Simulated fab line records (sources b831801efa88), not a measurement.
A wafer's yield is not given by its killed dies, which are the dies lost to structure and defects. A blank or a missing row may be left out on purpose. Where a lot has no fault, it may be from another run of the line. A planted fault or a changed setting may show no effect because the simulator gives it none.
Matching of chambers -- flow sky130 -- SKY_PASSIVATION_ETCH_11 on rieDiel-02: 4 sister chambers
The step etches the open film in CF4/O2, stops on AlCu, target depth 725 nm, time 161.1 s. 24 wafers are shown with their chamber, then 12 later ones without.

## WAFERS, EACH WITH ITS CHAMBER
wafer,chamber,drypumpMotorCurrentA (A),oesProductAu (a.u.),throttleValvePct (%)
L076.3,1,5.3,0.965,5.973
L076.5,0,5.3,0.985,5.961
L076.6,1,5.3,0.979,5.964
L077.1,2,5.3,0.973,5.944
L077.2,1,5.3,0.979,5.947
L077.3,0,5.3,0.980,5.967
L077.4,3,4.6,0.988,5.970
L077.5,1,5.3,0.978,5.959
L077.6,2,5.3,0.985,5.969
L080.1,2,5.3,0.969,5.960
L080.2,0,5.3,0.974,5.965
L080.3,3,4.6,0.979,5.962
L080.4,1,5.3,0.979,5.959
L080.5,3,4.6,0.995,5.969
L080.6,2,5.3,0.983,5.953
L081.1,3,4.6,0.975,5.957
L081.2,2,5.3,0.966,5.966
L081.3,0,5.2,0.970,5.960
L086.1,1,5.3,0.973,5.962
L086.2,3,4.6,0.977,5.949
L086.3,2,5.3,0.985,5.967
L086.4,0,5.3,0.980,5.963
L086.5,0,5.2,0.982,5.958
L086.6,1,5.3,0.979,5.962

SIGNATURES (means of the wafers above)
reading,chamber 0,chamber 1,chamber 2,chamber 3,scatter within a chamber
drypumpMotorCurrentA,5.267,5.300,5.300,4.600,0.0258
oesProductAu,0.97850,0.97600,0.97683,0.98280,0.00697
throttleValvePct,5.96233,5.96086,5.95983,5.96140,0.00771
Rule: a wafer lies at a distance from a chamber equal to the root of the sum of squares, over the readings, of (its reading less the chamber's mean, divided by the reading's scatter). If the next closest chamber is less than 2 further off than the closest, the wafer can't be placed; otherwise it belongs to the closest. The scatter is the square root of a quotient: the sum, over the shown wafers, of each reading's squared deviation from its chamber's mean, divided by wafers minus chambers.

## WAFERS MISSING THEIR CHAMBER
wafer,drypumpMotorCurrentA (A),oesProductAu (a.u.),throttleValvePct (%)
L085.3,4.6,0.973,5.966
L085.4,5.2,0.982,5.968
L085.5,5.3,0.983,5.965
L087.2,4.6,0.968,5.946
L087.3,5.3,0.968,5.964
L087.5,5.3,0.985,5.965
L088.3,5.4,0.963,5.971
L088.5,5.2,0.985,5.958
L088.6,4.6,0.988,5.953
L092.2,4.6,0.992,5.961
L092.4,5.3,0.980,5.970
L092.6,5.4,0.979,5.955

## THE CHAMBER EACH PASSED THROUGH
wafer,from the rows above,in truth
L085.3,3,3
L085.4,can't be placed: 0 or 1 or 2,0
L085.5,can't be placed: 2 or 1 or 0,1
L087.2,3,3
L087.3,can't be placed: 1 or 2 or 0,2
L087.5,can't be placed: 2 or 1 or 0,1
L088.3,can't be placed: 1 or 2 or 0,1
L088.5,can't be placed: 0 or 2 or 1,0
L088.6,3,3
L092.2,3,3
L092.4,can't be placed: 1 or 2 or 0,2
L092.6,can't be placed: 2 or 1 or 0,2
Placed correctly: 4 of 12. Not placeable from these rows: 8 (in 8, the candidates include the true chamber). 0 placed wrongly.
